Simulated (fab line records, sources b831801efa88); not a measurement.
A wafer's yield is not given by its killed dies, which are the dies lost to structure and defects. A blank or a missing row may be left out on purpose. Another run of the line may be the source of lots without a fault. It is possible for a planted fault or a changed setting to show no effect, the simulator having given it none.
Comparing a struck lot with a sound one -- flow sky130 -- 25 steps out of a route of 708
Sound: these wafers, L737.1, L737.2, L737.3. Wafers struck: L752.1, L752.6. At the end, the cause is stated.
Each step with rows lists, per side, the tool, then ch with its chambers, then its first start. Under that, the readings that differ: sound wafers -- struck wafers -- difference of the means -- sigmas: that difference in standard deviations of wafers without a fault.
alike: words and numbers the same on both sides, and readings whose means are apart by under 2 such deviations; not compared: readings that were withheld, readings missing a value for some wafer, numbers with overlapping values and no deviation given by the record, and bounds like >300 which may hide the same value.
The two part at a step that has a row with sigmas, a row that says differs or no value, or rows on one side only. Non-overlapping numbers with no deviation appear without sigmas and do not part them. A reading missing from all wafers of one side parts the sides only when that side holds two or more wafers.

SKY_CONTACT_THK_MEAS_26: measures by xrf.
  sound on filmMetro-01 at day 32 19:43; struck on filmMetro-04 at day 37 12:36
  alike: CONTACT_W_THK
then, 1 step without rows for these wafers: SKY_CONTACT_CMP_27 (polishes, stops on SiO2, t overpolish 15 s, target thk 0 nm).
SKY_METAL1_SPUTTER_00: material Ti, target thk 15 nm, time 10 s.
  sound on pvdSputter-04 at day 32 20:04; struck on pvdSputter-01 at day 37 13:04
  alike: throttleValvePct
then, 1 step without rows for these wafers: SKY_METAL1_SPUTTER_01 (material TiN, target thk 20 nm, time 16.7 s).
SKY_METAL1_SPUTTER_02: material AlCu, target thk 250 nm, time 13.3 s.
  sound on pvdSputter-04 at day 32 20:07; struck on pvdSputter-01 at day 37 13:07
  alike: throttleValvePct
then, 1 step without rows for these wafers: SKY_METAL1_SPUTTER_03 (material Ti, target thk 5 nm, time 3.3 s).
SKY_METAL1_SPUTTER_04: material TiN, target thk 70 nm, time 58.3 s.
  sound on pvdSputter-04 at day 32 20:10; struck on pvdSputter-01 at day 37 13:09
  alike: throttleValvePct
SKY_METAL1_RS_MEAS_05: uses a four-point probe to measure.
  sound on filmMetro-02 at day 32 20:13; struck on filmMetro-02 at day 37 13:12
  alike: METAL1_ALCU_RS
SKY_METAL1_THK_MEAS_06: measures by xrf.
  sound on filmMetro-02 at day 32 20:20; struck on filmMetro-02 at day 37 13:19
  alike: METAL1_ALCU_THK
then, 3 steps without rows for these wafers: SKY_METAL1_DEHYDRATE_07 (time 60 s); SKY_METAL1_HMDS_08 (prime time 60 s); SKY_METAL1_COAT_09 (resist thk 60 nm).
SKY_METAL1_COAT_10: resist thk 450 nm.
  sound on lithoTrack-02 ch 0, day 33 09:00; struck on lithoTrack-04 ch 0, day 38 01:00
reading,sound,struck,difference,sigmas
model.KrF-thick_of_METAL1_COAT_10.thkNm (nm),449.4 449.6 449.7,417.7 419.1,-31.2,
  alike: spinSpeedRpm
then, 4 steps without rows for these wafers: SKY_METAL1_SOFTBAKE_11 (time 90 s); SKY_METAL1_EXPOSE_12 (exposes mask MM1, target cd 140 nm); SKY_METAL1_PEB_13; SKY_METAL1_DEVELOP_14 (develop time 60 s).
SKY_METAL1_CD_MEAS_15 targets a cd of 140 nm.
  sound on cdSem-01 at day 33 23:19; struck on cdSem-02 at day 38 14:11
  alike: cdNm
SKY_METAL1_OVL_MEAS_16:
  sound on overlay-02 at day 33 23:26; struck on overlay-01 at day 38 14:18
  alike: METAL1_OVL
SKY_METAL1_DESCUM_17: chemistry O2, time 8 s.
  sound on rieMetal-03 ch 0,1, day 33 23:28; struck on rieMetal-01 ch 0, day 38 14:20
reading,sound,struck,difference,sigmas
drypumpMotorCurrentA (A),5.1 5.0 5.0,6.2 6.2,+1.2,+2
  alike: oesProductAu
  not compared: rfHoursCounterH
SKY_METAL1_ETCH_18: etches BARC in N2/H2, stops on SiO2, time 45.9 s, target depth 60 nm.
  sound on rieMetal-03 ch 0,1, day 33 23:29; struck on rieMetal-01 ch 0, day 38 14:24
reading,sound,struck,difference,sigmas
drypumpMotorCurrentA (A),5.1 5.0 5.0,6.3 6.3,+1.3,+2
  alike: oesProductAu, throttleValvePct
  not compared: rfHoursCounterH
SKY_METAL1_METAL_ETCH_19: etches the open film in Cl2/BCl3, stops on SiO2, target depth 360 nm, time 78 s.
  sound on rieMetal-03 ch 0,1, day 33 23:34; struck on rieMetal-01 ch 0, day 38 14:32
reading,sound,struck,difference,sigmas
drypumpMotorCurrentA (A),5.1 5.0 5.0,6.3 6.3,+1.3,+2
oesProductAu (a.u.),0.856 0.859 0.852,0.843 0.833,-0.018,-3
model.KrF-thick_of_METAL1_COAT_10.thkNm (nm),156.6 157.2 155.3,121.1 122.8,-34.4,
  alike: throttleValvePct
  not compared: rfHoursCounterH
SKY_METAL1_STRIP_20: strips in O2/N2.
  sound on plasmaAsher-04 ch 0,1, day 33 23:39; struck on plasmaAsher-04 ch 0,1, day 38 14:43
reading,sound,struck,difference,sigmas
oesProductAu (a.u.),0.340 0.348 0.338,0.323 0.324,-0.019,-4
stripTimeToEndpointS (s),2.69 2.67 2.66,2.29 2.30,-0.38,-9
  alike: drypumpMotorCurrentA
  not compared: rfHoursCounterH
then, 1 step without rows for these wafers: SKY_METAL1_STRIP_21 (strips in post etch residue remover, time 1200 s).
-- the record jumps here: 11 days lie between the struck wafers' starts before and after (it left off in module METAL1 and takes up again in module PAD_OPEN, whose first step shown is number 708 of the route) --
SKY_PAD_OPEN_PROBE_99:
  sound on prober-01 at day 46 16:14; struck on prober-02 at day 50 00:50
reading,sound,struck,difference,sigmas
killedAtContacts,28 39 34,17 23,-14,-3
  alike: defectLimitedYield, killed_at_M0_to_M3, killed_at_M4_up, killedAtFrontEnd, killedAtOther, killedDies, killedOpen, killedShort, sort_bin_3_pad_short, sort_bin_5_function, sort_bin_6_memory, sortNPass, sortYieldPct

WHERE THEY PART
First at SKY_METAL1_DESCUM_17; last, within this record, at SKY_PAD_OPEN_PROBE_99.

WHY: what the simulator had put in
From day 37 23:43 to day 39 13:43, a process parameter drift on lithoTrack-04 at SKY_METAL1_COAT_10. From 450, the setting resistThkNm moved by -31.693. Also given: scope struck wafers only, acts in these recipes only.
